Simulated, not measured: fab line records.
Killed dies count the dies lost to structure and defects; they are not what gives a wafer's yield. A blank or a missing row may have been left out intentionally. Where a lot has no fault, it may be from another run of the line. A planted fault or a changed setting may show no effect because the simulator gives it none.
Check of tool commonality	flow sky130	39 wafers sampled across 13 lots

== REASON IT WAS OPENED ==
At SKY_LDD_P_TW_MEAS_11 the reading LDD_P_TW is flagged on 1 of 13 lots. Fault-free wafers read 635, with a standard deviation of 5.3.
Rule: a lot is flagged in two cases, either no wafer of it has a number, or all its wafers with numbers fall more than 4 standard deviations from that mean. The other lots count as sound.

lot	measured	on	LDD_P_TW, wafer by wafer	flag
L168	day 18 16:07	film-metro-02	639 636 639	
L169	day 19 05:22	film-metro-03	627 633 629	
L171	day 19 12:50	film-metro-01	637 639 637	
L172	day 20 04:41	film-metro-01	640 638 637	
L174	day 21 21:01	film-metro-03	629 629 632	
L175	day 21 22:23	film-metro-01	641 637 637	
L178	day 22 19:14	film-metro-01	30 30 30	FLAGGED
L186	day 25 08:11	film-metro-03	628 630 629	
L187	day 25 22:37	film-metro-01	641 645 644	
L188	day 26 03:20	film-metro-03	634 632 635	
L189	day 26 06:20	film-metro-03	632 630 631	
L190	day 26 16:03	film-metro-03	629 633 634	
L191	day 27 02:13	film-metro-02	639 637 637	
On average the flagged lots read 30, which is -605 against the usual, or -99 or more standard deviations.

== LOT BY LOT: THE TOOL USED ==
The record keeps 1 process step preceding the reading, out of 708 steps on the route. Every cell lists first the tool, next ch and the chambers used by the sampled wafers, and last the start.
lot	flag	SKY_LDD_P_EXPOSE_04
L168		iline-stepper-02 ch 0, day 18 00:04
L169		iline-stepper-02 ch 0, day 18 14:39
L171		iline-stepper-01 ch 0, day 18 21:31
L172		iline-stepper-02 ch 0, day 19 12:40
L174		iline-stepper-01 ch 0, day 21 06:12
L175		iline-stepper-01 ch 0, day 21 07:31
L178	FLAGGED	iline-stepper-02 ch 0, day 22 02:31
L186		iline-stepper-01 ch 0, day 24 16:16
L187		iline-stepper-02 ch 0, day 25 08:40
L188		iline-stepper-02 ch 0, day 25 12:59
L189		iline-stepper-01 ch 0, day 25 15:37
L190		iline-stepper-02 ch 0, day 26 00:40
L191		iline-stepper-02 ch 0, day 26 12:43
What these steps do:
- SKY_LDD_P_EXPOSE_04: exposes mask PSDM, target cd 380 nm.
- SKY_LDD_P_TW_MEAS_11

== FLAGGED OVER TOTAL, TOOL BY TOOL (the gauges that took the reading come last) ==
step	tool	lots run	flagged	share of the flagged lots	sound lots run after its first flagged lot
SKY_LDD_P_EXPOSE_04	iline-stepper-01	5	0	none	-
SKY_LDD_P_EXPOSE_04	iline-stepper-02	8	1	all	4 (L187,L188,L190,L191)
SKY_LDD_P_TW_MEAS_11	film-metro-01	5	1	all	1 (L187)
SKY_LDD_P_TW_MEAS_11	film-metro-02	2	0	none	-
SKY_LDD_P_TW_MEAS_11	film-metro-03	6	0	none	-

== THE TABLE: WHAT IT ALLOWS ==
Every flagged lot went through 2 rows of the table: iline-stepper-02 at SKY_LDD_P_EXPOSE_04 and film-metro-01 at SKY_LDD_P_TW_MEAS_11.
- iline-stepper-02 at SKY_LDD_P_EXPOSE_04: 1 of its 8 lots flagged. After the first flagged lot (L187, L188, L190, L191), sound lots still ran on it; a lasting fault on the whole tool would not permit that.
- film-metro-01 at SKY_LDD_P_TW_MEAS_11: 1 of its 5 lots flagged. After the first flagged lot (L187), sound lots still ran on it; a lasting fault on the whole tool would not permit that.
None of the table's rows ran every flagged lot and, after the first, no sound lot.

== WHAT THE SIMULATOR PUT IN ==
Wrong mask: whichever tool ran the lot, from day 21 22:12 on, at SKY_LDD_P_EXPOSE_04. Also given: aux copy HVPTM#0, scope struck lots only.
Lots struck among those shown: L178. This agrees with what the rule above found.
